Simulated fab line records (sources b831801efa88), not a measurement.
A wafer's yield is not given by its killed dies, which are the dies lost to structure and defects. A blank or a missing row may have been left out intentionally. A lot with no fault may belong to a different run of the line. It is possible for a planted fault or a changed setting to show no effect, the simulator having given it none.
The tool behind it: which one? | flow sky130 | 30 wafers from 10 lots sampled at 2 of the route's 708 steps

## WHAT EACH GAUGE READ, for each wafer
SKY_VIA3_RS_MEAS_22: the measuring method here is four-point-probe.
lot  | measured     | on           | VIA3_W_RS (ohm/sq)
L245 | day 39 19:32 | filmMetro-02 | 0.292 0.291 0.288
L247 | day 40 15:18 | filmMetro-03 | 0.291 0.296 0.290
L246 | day 40 17:59 | filmMetro-02 | 0.293 0.299 0.297
L252 | day 42 03:38 | filmMetro-01 | 0.291 0.293 0.289
L253 | day 42 06:11 | filmMetro-02 | 0.297 0.293 0.287
L256 | day 43 02:25 | filmMetro-02 | 0.283 0.282 0.294
L257 | day 43 07:32 | filmMetro-03 | 0.293 0.279 0.282
L260 | day 44 00:50 | filmMetro-01 | 0.296 0.302 0.291
L263 | day 44 21:49 | filmMetro-02 | 0.290 0.286 0.273
L265 | day 45 05:02 | filmMetro-03 | 0.295 0.283 0.295

## WHICH TOOL RAN EACH LOT (tool, then ch and the chambers of the sampled wafers, then the start)
lot  | SKY_METAL3_METAL_ETCH_18
L245 | rieMetal-03 ch 1, day 38 16:58
L247 | rieMetal-04 ch 0,1, day 39 12:05
L246 | rieMetal-03 ch 0,1, day 39 14:42
L252 | rieMetal-02 ch 0,1, day 41 02:14
L253 | rieMetal-04 ch 0,1, day 41 03:50
L256 | rieMetal-04 ch 0,1, day 41 23:49
L257 | rieMetal-02 ch 0,1, day 42 06:05
L260 | rieMetal-03 ch 0,1, day 42 23:23
L263 | rieMetal-02 ch 0,1, day 43 20:55
L265 | rieMetal-04 ch 1, day 44 04:42
- SKY_METAL3_METAL_ETCH_18: etches the open film in Cl2/BCl3, stops on SiO2, target depth 845 nm, time 183.1 s.

## WHAT THE TOOLS THEMSELVES READ (means of the sampled wafers that have a number; where no wafer has one, the mark that the record gives instead)
SKY_METAL3_METAL_ETCH_18.
lot  | tool        | drypumpMotorCurrentA (A) | oesProductAu (a.u.) | runLengthS (s) | throttleValvePct (%)
L245 | rieMetal-03 | 6.1                      | 0.862               | 211.1          | 22.264
L247 | rieMetal-04 | 5.5                      | 0.865               | 211.5          | 22.261
L246 | rieMetal-03 | 6.3                      | 0.871               | 211.3          | 22.263
L252 | rieMetal-02 | 5.5                      | 0.871               | 211.2          | 22.266
L253 | rieMetal-04 | 5.5                      | 0.868               | 211.3          | 22.263
L256 | rieMetal-04 | 5.5                      | 0.867               | 211.5          | 22.267
L257 | rieMetal-02 | 5.5                      | 0.869               | 211.0          | 22.264
L260 | rieMetal-03 | 6.3                      | 0.865               | 211.1          | 22.263
L263 | rieMetal-02 | 5.5                      | 0.865               | 211.1          | 22.259
L265 | rieMetal-04 | 6.0                      | 0.865               | 211.9          | 22.271

## THE ANSWER, worked out from the rows above alone
Rule: usual is defined by the lots themselves. Put in order of their means at a reading, lots are off if they are a third of the lots or fewer, leave a main group of 4 or more, and stand apart from it by a gap of 3 or more times the standard deviation of the main group's means; of several such gaps the widest counts. A main group is skipped when, at the precision printed for the reading in the tables above, its means are all equal. Also off: a lot with no number at a reading for which 4 or more lots have one. Where the step has rows for the other lots, those lots are counted as sound. The gauges are gone through in route order, then the tools' own readings, and for those a lot's mean is taken as printed above. The first step at which some lot is off is used, and at that step the reading that is off furthest; a lot without a number counts as furthest.
Across all readings shown, no lot is off: no conclusion can be drawn from this.

## WHAT THE SIMULATOR HAD PUT IN
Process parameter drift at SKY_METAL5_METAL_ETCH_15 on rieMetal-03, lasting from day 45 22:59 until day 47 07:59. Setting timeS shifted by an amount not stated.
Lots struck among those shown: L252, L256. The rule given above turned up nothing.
